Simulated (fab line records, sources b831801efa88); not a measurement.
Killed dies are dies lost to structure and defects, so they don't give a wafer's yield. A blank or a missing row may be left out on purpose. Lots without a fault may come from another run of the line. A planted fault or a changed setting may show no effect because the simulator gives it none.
fab line records | flow gf180mcu
record lots=10 wafers=30 last_day=34
route steps=602 shown MVSD@77 VT_IMPLANT@97 PSD@257
lots that met no fault: from a run of the same line without faults
start_h: hours from the record's first day to the start of the lot's first wafer shown | wait_h: hours since the lot's step before | " the same as in the row above | L1.1+2: a row that stands for several wafers | - no value, or no start given | * or withheld: withheld | < > ~ a bound
route shown NAME@n: a module of which the file shows steps, and the number in the route of the first | usual: mean/standard deviation of fault-free wafers | same: alike in all rows | chamber/n: place in a boat | sites: the reading at each site | _std_site: their standard deviation | _edge_site: outer sites' mean less inner sites' | radius_mm: how far each site lies from the wafer's centre | mask NAME#n: copy n | behind: the tool/chamber that last shaped the wafer | hold: why the lot was held/for how many hours/how that ended | device: the transistor (n, p or np) that didn't switch | end of line: the same wafers' tests at the end of the route | a step without rows: its recipe alone | killed: dies lost to structure and defects at the first sort, not the wafer's yield | map: a wafer's dies, x killed, . not, _ none there
set.NAME: the setting as run; set.NAME@STEP: as run at that earlier step | model.NAME: the simulator's own value behind a step, which no gauge read
steps of the route over a sample of lots; a table a step, a row a wafer
services: from which hour (start_h, from the record's first day; less than 0 if before it) a tool's chamber was out of use, for how many hours, and why
## steps
# step GF_MVSD_TW_MEAS_11
# usual MVSD_TW=1564/8.1
# columns lot.wafer tool chamber start_h wait_h MVSD_TW
L883.1 film_metro-02 - 82.13 0.1 1565
L883.2 " - " " 1570
L883.5 " - " " 1561
L884.2 film_metro-01 - 89.84 0.1 1575
L884.3 " - " " 1571
L884.6 " - " " 1565
L886.1 film_metro-01 - 99.13 0.1 1579
L886.2 " - " " 1568
L886.4 " - " " 1569
L888.1 film_metro-02 - 109.63 0.1 1582
L888.4 " - " " 1572
L888.5 " - " " 1562
L889.1 film_metro-04 - 116.53 0.1 1554
L889.2 " - " " 1541
L889.5 " - " " 1549
L891.1 film_metro-01 - 127.63 0.1 1557
L891.3 " - " " 1571
L891.5 " - " " 1555
L892.2 film_metro-01 - 134.04 0.1 1561
L892.3 " - " " 1558
L892.5 " - " " 1569
L901.3 film_metro-01 - 190.45 0.1 1565
L901.4 " - " " 1567
L901.5 " - " " 1562
L903.2 film_metro-04 - 198.64 0.1 1556
L903.4 " - " " 1552
L903.5 " - " " 1545
L906.1 film_metro-02 - 216.93 0.1 1584
L906.4 " - " " 1577
L906.6 " - " " 1582
# step GF_VT_IMPLANT_OVL_MEAS_07
# usual VT_IMPLANT_OVL=-0.1/1.2
# columns lot.wafer tool chamber start_h wait_h VT_IMPLANT_OVL[nm]
L883.1 overlay-01 - 109.49 0.1 -1.6
L883.2 " - " " -1.0
L883.5 " - " " 0.3
L884.2 overlay-01 - 117.70 0.1 0.6
L884.3 " - " " 0.1
L884.6 " - " " 1.2
L886.1 overlay-02 - 128.34 0.1 0.0
L886.2 " - " " -0.8
L886.4 " - " " 0.4
L888.1 overlay-01 - 140.09 0.1 -1.6
L888.4 " - " " -0.7
L888.5 " - " " -1.8
L889.1 overlay-02 - 148.04 0.1 -0.8
L889.2 " - " " 0.6
L889.5 " - " " -0.6
L891.1 overlay-02 - 158.45 0.1 -1.5
L891.3 " - " " -1.6
L891.5 " - " " -2.8
L892.2 overlay-02 - 165.50 0.1 -1.8
L892.3 " - " " -2.5
L892.5 " - " " -0.8
L901.3 overlay-01 - 225.31 0.1 0.6
L901.4 " - " " -0.3
L901.5 " - " " 0.6
L903.2 overlay-02 - 234.89 0.1 1.9
L903.4 " - " " 0.6
L903.5 " - " " -1.3
L906.1 overlay-01 - 254.39 0.1 -0.3
L906.4 " - " " 0.1
L906.6 " - " " -2.8
# step GF_VT_IMPLANT_STRIP_09
# recipe chemistry=O2/N2 power_w=1400 pressure_mtorr=1500 platen_temp_c=250 o2_flow_sccm=3000 n2_flow_sccm=300 overash_fraction=0.5
# usual drypump_motor_current_A=5.7/0.42 heater_power_w=345/35 n2_flow_sccm=300.1/0.86 oes_product_au=0.716/0.0047 strip_time_to_endpoint_s=12.63/0.039
# columns lot.wafer tool chamber start_h wait_h drypump_motor_current_A heater_power_w n2_flow_sccm oes_product_au rf_hours_counter_h strip_time_to_endpoint_s
L883.1 plasma_asher-03 1 109.68 0.1 4.8 352 300.2 0.717 47 12.68
L883.2 " 0 " " 6.0 415 299.2 0.708 47 12.66
L883.5 " 1 " " 4.8 349 300.8 0.718 - 12.65
L884.2 plasma_asher-02 1 117.88 0.1 5.7 345 298.0 0.710 43 12.64
L884.3 " 1 " " 5.7 349 300.4 0.719 - 12.65
L884.6 " 1 " " 5.7 327 299.8 0.722 - 12.68
L886.1 plasma_asher-04 1 128.53 0.1 5.9 331 299.6 0.718 35 12.61
L886.2 " 0 " " 6.2 303 299.6 0.710 35 12.62
L886.4 " 1 " " 5.9 324 299.5 0.722 - 12.59
L888.1 plasma_asher-03 0 140.28 0.1 6.0 417 301.3 0.715 50 12.66
L888.4 " 1 " " 4.8 345 301.1 0.714 - 12.66
L888.5 " 1 " " 4.8 359 301.5 0.713 - 12.68
L889.1 plasma_asher-02 1 148.23 0.1 5.7 338 299.7 0.724 47 12.60
L889.2 " 0 " " 5.7 343 300.6 0.712 47 12.61
L889.5 " 0 " " 5.7 340 300.2 0.713 - 12.57
L891.1 plasma_asher-03 0 158.64 0.1 6.0 416 299.9 0.718 52 12.55
L891.3 " 0 " " 6.0 424 300.1 0.714 - 12.59
L891.5 " 0 " " 6.0 422 299.6 0.714 - 12.54
L892.2 plasma_asher-03 1 165.68 0.1 4.8 349 300.2 0.713 53 12.57
L892.3 " 1 " " 4.8 340 300.3 0.710 - 12.56
L892.5 " 1 " " 4.8 339 301.3 0.717 - 12.56
L901.3 plasma_asher-03 1 225.52 0.1 4.8 350 299.6 0.714 - 12.56
L901.4 " 0 " " 6.0 417 299.3 0.721 - 12.61
L901.5 " 1 " " 4.8 350 300.2 0.722 - 12.59
L903.2 plasma_asher-02 0 235.07 0.1 5.7 346 298.6 0.708 56 12.64
L903.4 " 1 " " 5.7 346 301.0 0.712 - 12.63
L903.5 " 1 " " 5.7 347 299.4 0.712 - 12.62
L906.1 plasma_asher-04 0 254.58 0.1 6.2 308 300.1 0.716 45 12.67
L906.4 " 1 " " 5.9 322 299.9 0.717 - 12.62
L906.6 " 1 " " 5.9 324 298.3 0.720 - 12.66
# step GF_PSD_IMPLANT_09
# recipe species=BF2 energy_kev=40 dose_cm2=1.5e+15 tilt_deg=7
# usual beam_on_s=10.01/0.21 dose_ions_cm2=1.5001e+15/1.6e+12 end_station_pressure_torr=1.17e-05/6e-07 faraday_current_uA=8244/170
# columns lot.wafer tool chamber start_h wait_h beam_on_s dose_ions_cm2 end_station_pressure_torr faraday_current_uA
L883.1 implanter-04 0 318.75 0.0 10.16 1.4985e+15 1.15e-05 8109
L883.2 " 0 " " 10.35 1.4992e+15 1.27e-05 7948
L883.5 " 0 " " 9.96 1.4996e+15 1.26e-05 8272
L884.2 implanter-04 0 326.75 0.1 9.88 1.5016e+15 1.1e-05 8354
L884.3 " 0 " " 10.21 1.5006e+15 1.18e-05 8064
L884.6 " 0 " " 10.08 1.4999e+15 1.07e-05 8184
L886.1 implanter-02 0 342.69 0.0 10.50 1.5016e+15 1.25e-05 7819
L886.2 " 0 " " 9.89 1.5015e+15 1.13e-05 8315
L886.4 " 0 " " 10.00 1.5008e+15 1.27e-05 8273
L888.1 implanter-03 0 363.44 0.0 9.98 1.4992e+15 1.26e-05 8284
L888.4 " 0 " " 10.05 1.4966e+15 1.22e-05 8190
L888.5 " 0 " " 10.25 1.4987e+15 1.1e-05 8063
L889.1 implanter-02 0 368.40 0.0 9.99 1.4991e+15 1.18e-05 8224
L889.2 " 0 " " 9.89 1.5025e+15 1.14e-05 8386
L889.5 " 0 " " 10.00 1.4983e+15 1.32e-05 8231
L891.1 implanter-03 0 386.55 0.0 10.03 1.4985e+15 1.14e-05 8237
L891.3 " 0 " " 10.07 1.5001e+15 1.21e-05 8256
L891.5 " 0 " " 9.89 1.5007e+15 1.14e-05 8352
L892.2 implanter-02 0 394.03 0.0 10.26 1.5026e+15 1.1e-05 8040
L892.3 " 0 " " 10.05 1.5015e+15 1.15e-05 8201
L892.5 " 0 " " 10.03 1.4985e+15 1.15e-05 8207
L901.3 implanter-04 0 479.60 0.1 12.65 1.4989e+15 8.22e-05 6450
L901.4 " 0 " " 12.01 1.5003e+15 8.07e-05 6844
L901.5 " 0 " " 12.42 1.4988e+15 8.74e-05 6607
L903.2 implanter-04 0 490.18 0.0 12.57 1.4983e+15 8.6e-05 6494
L903.4 " 0 " " 12.31 1.4972e+15 7.99e-05 6639
L903.5 " 0 " " 12.27 1.5002e+15 8.63e-05 6679
L906.1 implanter-03 0 517.85 0.0 10.03 1.5011e+15 1.24e-05 8279
L906.4 " 0 " " 9.71 1.5042e+15 1.25e-05 8478
L906.6 " 0 " " 9.92 1.5025e+15 1.22e-05 8295
# step GF_PSD_STRIP_10
# recipe chemistry=O2/N2 power_w=1400 pressure_mtorr=1500 platen_temp_c=250 o2_flow_sccm=3000 n2_flow_sccm=300 overash_fraction=0.5
# usual drypump_motor_current_A=5.8/0.53 heater_power_w=367/35 n2_flow_sccm=300.1/0.99 oes_product_au=0.592/0.0047 strip_time_to_endpoint_s=16.51/0.036
# columns lot.wafer tool chamber start_h wait_h drypump_motor_current_A heater_power_w n2_flow_sccm oes_product_au rf_hours_counter_h strip_time_to_endpoint_s
L883.1 plasma_asher-01 0 318.90 0.1 6.1 337 299.2 0.590 21 16.56
L883.2 " 1 " " 6.5 411 300.6 0.591 21 16.49
L883.5 " 0 " " 6.1 342 301.2 0.590 - 16.51
L884.2 plasma_asher-02 1 326.88 0.1 5.7 346 301.3 0.598 65 16.52
L884.3 " 1 " " 5.7 340 301.5 0.592 - 16.48
L884.6 " 0 " " 5.7 343 300.2 0.590 - 16.52
L886.1 plasma_asher-02 0 342.84 0.1 5.6 342 300.5 0.584 67 16.55
L886.2 " 1 " " 5.7 332 300.8 0.587 67 16.54
L886.4 " 1 " " 5.7 340 300.9 0.592 - 16.51
L888.1 plasma_asher-03 0 363.59 0.1 6.0 422 299.2 0.590 74 16.56
L888.4 " 0 " " 6.0 421 299.7 0.596 - 16.53
L888.5 " 0 " " 6.0 412 299.1 0.589 - 16.50
L889.1 plasma_asher-01 1 368.55 0.1 6.5 412 300.5 0.590 26 16.55
L889.2 " 0 " " 6.1 337 298.5 0.591 26 16.60
L889.5 " 1 " " 6.5 407 300.4 0.589 - 16.56
L891.1 plasma_asher-01 1 386.70 0.1 6.5 407 298.8 0.588 28 16.52
L891.3 " 1 " " 6.5 411 300.4 0.589 - 16.51
L891.5 " 0 " " 6.1 332 302.6 0.590 - 16.51
L892.2 plasma_asher-03 0 394.15 0.1 6.0 414 300.7 0.594 78 16.48
L892.3 " 0 " " 6.0 425 300.6 0.589 - 16.46
L892.5 " 0 " " 6.0 425 299.7 0.597 - 16.48
L901.3 plasma_asher-01 0 479.73 0.1 6.1 333 300.6 0.573 - 17.17
L901.4 " 1 " " 6.5 411 301.0 0.573 - 17.21
L901.5 " 1 " " 6.5 407 300.4 0.574 - 17.20
L903.2 plasma_asher-03 0 490.30 0.1 6.0 423 300.7 0.576 89 17.24
L903.4 " 0 " " 6.0 408 300.8 0.573 - 17.22
L903.5 " 1 " " 4.8 353 299.8 0.577 - 17.26
L906.1 plasma_asher-03 0 518.00 0.1 6.0 433 299.7 0.589 92 16.52
L906.4 " 1 " " 4.8 352 299.7 0.605 - 16.54
L906.6 " 1 " " 4.8 356 299.9 0.592 - 16.56
# step GF_PSD_TW_MEAS_11
# usual PSD_TW=3160/20
# columns lot.wafer tool chamber start_h wait_h hold PSD_TW
L883.1 film_metro-03 - 319.00 0.1 - 3165
L883.2 " - " " - 3158
L883.5 " - " " - 3156
L884.2 film_metro-04 - 326.99 0.1 - 3156
L884.3 " - " " - 3150
L884.6 " - " " - 3137
L886.1 film_metro-03 - 342.94 0.1 - 3196
L886.2 " - " " - 3208
L886.4 " - " " - 3211
L888.1 film_metro-01 - 363.69 0.1 - 3143
L888.4 " - " " - 3130
L888.5 " - " " - 3137
L889.1 film_metro-04 - 368.65 0.1 - 3167
L889.2 " - " " - 3173
L889.5 " - " " - 3167
L891.1 film_metro-01 - 386.80 0.1 - 3147
L891.3 " - " " - 3134
L891.5 " - " " - 3133
L892.2 film_metro-04 - 394.26 0.1 - 3142
L892.3 " - " " - 3140
L892.5 " - " " - 3149
L901.3 film_metro-04 - 479.82 0.1 await_dispo/0.2h/release 3301
L901.4 " - " " await_dispo/0.2h/release 3305
L901.5 " - " " await_dispo/0.2h/release 3304
L901.3 film_metro-04 - 480.05 0.2 - 3308
L901.4 " - " " - 3305
L901.5 " - " " - 3287
L903.2 film_metro-04 - 490.41 0.1 await_dispo/0.2h/release 3285
L903.4 " - " " await_dispo/0.2h/release 3278
L903.5 " - " " await_dispo/0.2h/release 3275
L903.2 film_metro-04 - 490.64 0.2 - 3293
L903.4 " - " " - 3287
L903.5 " - " " - 3289
L906.1 film_metro-04 - 518.10 0.1 - 3142
L906.4 " - " " - 3180
L906.6 " - " " - 3166
# step GF_PSD_RS_MEAS_15
# recipe thk_meas_gauge=four-point-probe
# usual PSD_RS=108.56/0.28
# columns lot.wafer tool chamber start_h wait_h hold PSD_RS[ohm/sq]
L883.1 film_metro-01 - 319.32 0.1 - 108.63
L883.2 " - " " - 108.47
L883.5 " - " " - 108.69
L884.2 film_metro-04 - 327.32 0.1 - 108.54
L884.3 " - " " - 108.54
L884.6 " - " " - 108.68
L886.1 film_metro-04 - 343.34 0.1 - 108.45
L886.2 " - " " - 108.52
L886.4 " - " " - 108.30
L888.1 film_metro-04 - 364.09 0.1 - 109.07
L888.4 " - " " - 108.79
L888.5 " - " " - 108.81
L889.1 film_metro-03 - 368.97 0.1 - 108.51
L889.2 " - " " - 108.38
L889.5 " - " " - 108.25
L891.1 film_metro-03 - 387.12 0.1 - 108.51
L891.3 " - " " - 108.29
L891.5 " - " " - 108.60
L892.2 film_metro-01 - 394.58 0.1 - 108.74
L892.3 " - " " - 108.89
L892.5 " - " " - 109.01
L901.3 film_metro-03 - 483.33 0.1 await_dispo/0.2h/release 104.48
L901.4 " - " " await_dispo/0.2h/release 104.11
L901.5 " - " " await_dispo/0.2h/release 104.27
L901.3 film_metro-03 - 483.62 0.3 - 104.36
L901.4 " - " " - 103.96
L901.5 " - " " - 104.50
L903.2 film_metro-01 - 498.15 0.1 await_dispo/0.2h/release 104.55
L903.4 " - " " await_dispo/0.2h/release 104.72
L903.5 " - " " await_dispo/0.2h/release 104.47
L903.2 film_metro-01 - 498.46 0.3 - 104.67
L903.4 " - " " - 104.58
L903.5 " - " " - 104.66
L906.1 film_metro-01 - 518.42 0.1 - 108.61
L906.4 " - " " - 108.83
L906.6 " - " " - 108.75
## services
# columns tool chamber start_h hours kind
plasma_asher-01 - 108.75 9.0 pm
plasma_asher-01 - 113.90 4.1 repair
plasma_asher-02 - 114.91 2.2 repair
plasma_asher-03 - 123.35 6.7 pm
plasma_asher-01 - 126.86 0.5 repair
implanter-02 - 159.34 2.1 repair
plasma_asher-02 - 170.73 2.7 repair
implanter-03 - 171.27 2.9 pm
implanter-02 - 174.09 7.1 repair
implanter-03 - 179.49 10.4 pm
plasma_asher-02 - 212.18 0.7 repair
implanter-03 - 213.17 1.1 repair
implanter-02 - 242.15 0.8 repair
plasma_asher-03 - 277.39 1.5 repair
plasma_asher-01 - 304.10 3.2 repair
plasma_asher-02 - 315.46 2.8 pm
implanter-02 - 325.13 3.7 repair
implanter-04 - 378.77 1.1 repair
implanter-04 - 410.74 5.0 pm
plasma_asher-02 - 421.25 9.0 pm
plasma_asher-01 - 427.12 15.2 repair
plasma_asher-02 - 449.29 10.0 pm
implanter-04 - 503.07 0.9 repair
plasma_asher-03 - 510.73 4.3 repair
## key
first_sign step=GF_PSD_IMPLANT_09 reading=end_station_pressure_torr direction=up sigmas=99+ usual=1.17e-05 struck=8.38e-05
effect step=GF_PSD_IMPLANT_09 reading=beam_on_s direction=up sigmas=11 usual=10.01 struck=12.37
effect step=GF_PSD_STRIP_10 reading=strip_time_to_endpoint_s direction=up sigmas=19 usual=* struck=*
effect step=GF_PSD_TW_MEAS_11 reading=visit direction=added
effect step=GF_PSD_TW_MEAS_11 reading=PSD_TW direction=up sigmas=6.6 usual=3160 struck=3292
effect step=GF_PSD_RS_MEAS_15 reading=visit direction=added
effect step=GF_PSD_RS_MEAS_15 reading=PSD_RS direction=down sigmas=15 usual=108.56 struck=104.43
met_at GF_PSD_IMPLANT_09
struck_lots L901,L903
tester_left_out L901,L903
not_acting_at GF_MVSD_TW_MEAS_11,GF_VT_IMPLANT_OVL_MEAS_07,GF_VT_IMPLANT_STRIP_09
onset_between 326.75 479.60
fault kind=process_parameter_drift tool=implanter-04 chamber=- onset_h=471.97 steps=GF_PSD_IMPLANT_09 channel=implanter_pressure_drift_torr offset=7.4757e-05 shape=step end_h=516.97
fault kind=process_parameter_drift tool=implanter-04 chamber=- onset_h=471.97 steps=GF_PSD_IMPLANT_09 channel=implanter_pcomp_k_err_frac offset=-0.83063 shape=step end_h=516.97
# tester_left_out: of these lots the tester's yield and bins aren't shown, on N5 and GAA mostly nor the transistor test; their killed dies are dies lost to structure and defects alone, not to doping, threshold or leakage, so they don't give the yield
